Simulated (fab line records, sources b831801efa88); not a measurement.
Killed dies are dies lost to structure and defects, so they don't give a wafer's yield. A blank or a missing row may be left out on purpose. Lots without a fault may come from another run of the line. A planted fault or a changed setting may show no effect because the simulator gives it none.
A struck lot beside a sound one | flow sfq_line | 34 steps out of a route of 325
Sound: wafers L938.1, L938.3, L938.4. Struck: wafers L936.1, L936.3, L936.6. The cause comes at the end.
At each step with rows: each side's tool, then ch and its chambers, then its first start. Under that, the readings that differ: sound wafers | struck wafers | difference of the means | sigmas: that difference in standard deviations of wafers without a fault.
alike: readings whose means differ by less than 2 such deviations, and words and numbers that are the same on both sides. not compared: withheld readings, readings that some wafer has no value for, bounds like >300 that may hide the same value, and numbers for which the record gives no deviation and whose values overlap.
The two part at a step that has a row with sigmas, a row that says differs or no value, or rows on one side only. Numbers that don't overlap but have no deviation are shown without sigmas and don't part them. A reading that every wafer of one side lacks parts them only if that side has two wafers or more.

first, 6 steps without rows for these wafers: SFQ_TRILAYER_M3_LITHO_COAT_080 (resist thk 62 nm); SFQ_TRILAYER_M3_LITHO_COAT_075 (resist thk 600 nm); SFQ_TRILAYER_M3_LITHO_SOFTBAKE_079; SFQ_TRILAYER_M3_LITHO_EXPOSE_076 (exposes mask M3, target cd 500 nm); SFQ_TRILAYER_M3_LITHO_PEB_078 (peb time 60 s); SFQ_TRILAYER_M3_LITHO_DEVELOP_077 (time 60 s).
SFQ_M3_OVL_MEAS_921:
  sound on overlay-01, day 35 04:14; struck on overlay-01, day 35 01:50
  alike: M3_OVL
then, 1 step without rows for these wafers: SFQ_TRILAYER_M3_BARC_OPEN_METAL_ETCH_100 (etches BARC in O2, target depth 125 nm, time 41.7 s).
SFQ_TRILAYER_M3_ETCH_METAL_ETCH_078: etches Nb in Cl2/Ar, stops on SiO2, target depth 240 nm, time 120 s.
  sound on rie_metal-03 ch 0,1, day 35 04:20; struck on rie_metal-03 ch 0,1, day 35 01:56
  alike: drypump_motor_current_A, oes_product_au
  not compared: rf_hours_counter_h
SFQ_TRILAYER_M3_STRIP_STRIP_079: strips in O2.
  sound on rie_metal-03 ch 0,1, day 35 04:27; struck on rie_metal-03 ch 0,1, day 35 02:03
  alike: drypump_motor_current_A, oes_product_au
  not compared: rf_hours_counter_h
then, 1 step without rows for these wafers: SFQ_TRILAYER_M3_STRIP_SOLV_CLEAN_080 (cleans in NMP, time 600 s).
SFQ_TRILAYER_I3_DEP_PECVD_081: deposits SiO2 from SiH4/N2O, time 111.11 s, target thk 500 nm.
  sound on pecvd-03 ch 1,2, day 35 05:14; struck on pecvd-03 ch 1,2, day 35 02:50
  no value came back on the struck wafers for chamber_pressure_Torr (Torr), heater_power_outer_w (W), heater_power_w (W), throttle_valve_pct (%); on the sound wafers chamber_pressure_Torr (Torr) reads 2.398 2.401 2.397
then, 1 step without rows for these wafers: SFQ_TRILAYER_I3_CMP_CMP_082 (polishes SiO2).
SFQ_I3_BOW_MEAS_922:
  sound on film_metro-03, day 35 22:41; struck on film_metro-03, day 35 19:20
  alike: I3_BOW
SFQ_TRILAYER_I3_METRO_MEASURE_083:
  sound on film_metro-03, day 35 22:48; struck on film_metro-03, day 35 19:27
then, 6 steps without rows for these wafers: SFQ_TRILAYER_I3_VIA_LITHO_COAT_090 (resist thk 62 nm); SFQ_TRILAYER_I3_VIA_LITHO_COAT_085 (resist thk 650 nm); SFQ_TRILAYER_I3_VIA_LITHO_SOFTBAKE_089; SFQ_TRILAYER_I3_VIA_LITHO_EXPOSE_086 (exposes mask I3, target cd 500 nm); SFQ_TRILAYER_I3_VIA_LITHO_PEB_088 (peb time 60 s); SFQ_TRILAYER_I3_VIA_LITHO_DEVELOP_087 (time 60 s).
-- the record jumps here: 3 days lie between the struck wafers' starts before and after --
SFQ_I3_OVL_MEAS_923:
  sound on overlay-02, day 38 12:42; struck on overlay-01, day 38 07:52
  alike: I3_OVL
SFQ_TRILAYER_I3_VIA_BARC_OPEN_VIA_ETCH_121: etches BARC in O2, target depth 125 nm, time 41.7 s.
  sound on rie_diel-03 ch 0,1,2, day 38 12:44; struck on rie_diel-02 ch 0,1,3, day 38 07:54
  alike: drypump_motor_current_A, oes_product_au
  not compared: rf_hours_counter_h
SFQ_TRILAYER_I3_VIA_ETCH_VIA_ETCH_088: etches SiO2 in CHF3, stops on Nb, target depth 260 nm.
  sound on rie_diel-03 ch 0,1,2, day 38 12:46; struck on rie_diel-02 ch 0,1,3, day 38 07:56
  reading                  | sound             | struck            | difference | sigmas
  oes_product_au (a.u.)    | 0.857 0.860 0.859 | 0.385 0.371 0.375 | -0.482     | -94
  model.etch.depth_nm (nm) | 201.2 200.8 199.6 | 0 0 0             | -201       |
  alike: drypump_motor_current_A
SFQ_TRILAYER_I3_VIA_STRIP_STRIP_089: strips in O2.
  sound on rie_metal-02 ch 0,1, day 38 12:53; struck on rie_metal-02 ch 0, day 38 08:03
  alike: drypump_motor_current_A, oes_product_au
  not compared: rf_hours_counter_h
then, 2 steps without rows for these wafers: SFQ_TRILAYER_I3_VIA_STRIP_SOLV_CLEAN_090 (cleans in NMP, time 600 s); SFQ_TRILAYER_M4_DEP_PRE_CLEAN_092 (time 22.5 s).
SFQ_TRILAYER_M4_DEP_SPUTTER_091: material Nb, target thk 200 nm, time 133.3 s.
  sound on pvd_sputter-05, day 38 13:41; struck on pvd_sputter-05, day 38 08:51
  alike: throttle_valve_pct
SFQ_M4_RS_MEAS_924: measures by four-point-probe.
  sound on film_metro-01, day 38 13:47; struck on film_metro-03, day 38 08:56
  alike: M4_NB_RS
then, 3 steps without rows for these wafers: SFQ_TRILAYER_M4_LITHO_COAT_098 (resist thk 62 nm); SFQ_TRILAYER_M4_LITHO_COAT_093 (resist thk 600 nm); SFQ_TRILAYER_M4_LITHO_SOFTBAKE_097.
-- the record jumps here: 2 days lie between the struck wafers' starts before and after --
SFQ_TRILAYER_M4_LITHO_EXPOSE_094: exposes mask M4, target cd 500 nm.
  sound on krf_scanner-01 ch 0, day 41 00:22; struck on krf_scanner-01, day 40 19:34
  no value came back on the struck wafers for exposure_dose_mJ_cm2, focus_offset_nm (nm); on the sound wafers exposure_dose_mJ_cm2 reads 14.416 14.402 14.396
  alike: mask
then, 1 step without rows for these wafers: SFQ_TRILAYER_M4_LITHO_PEB_096 (peb time 60 s).

WHERE THEY PART
First at SFQ_TRILAYER_I3_DEP_PECVD_081; last, within this record, at SFQ_TRILAYER_M4_LITHO_EXPOSE_094.

WHY: what the simulator had put in
Skipped step whole: pecvd-03, from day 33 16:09 on, at SFQ_TRILAYER_I3_DEP_PECVD_081. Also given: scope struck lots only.
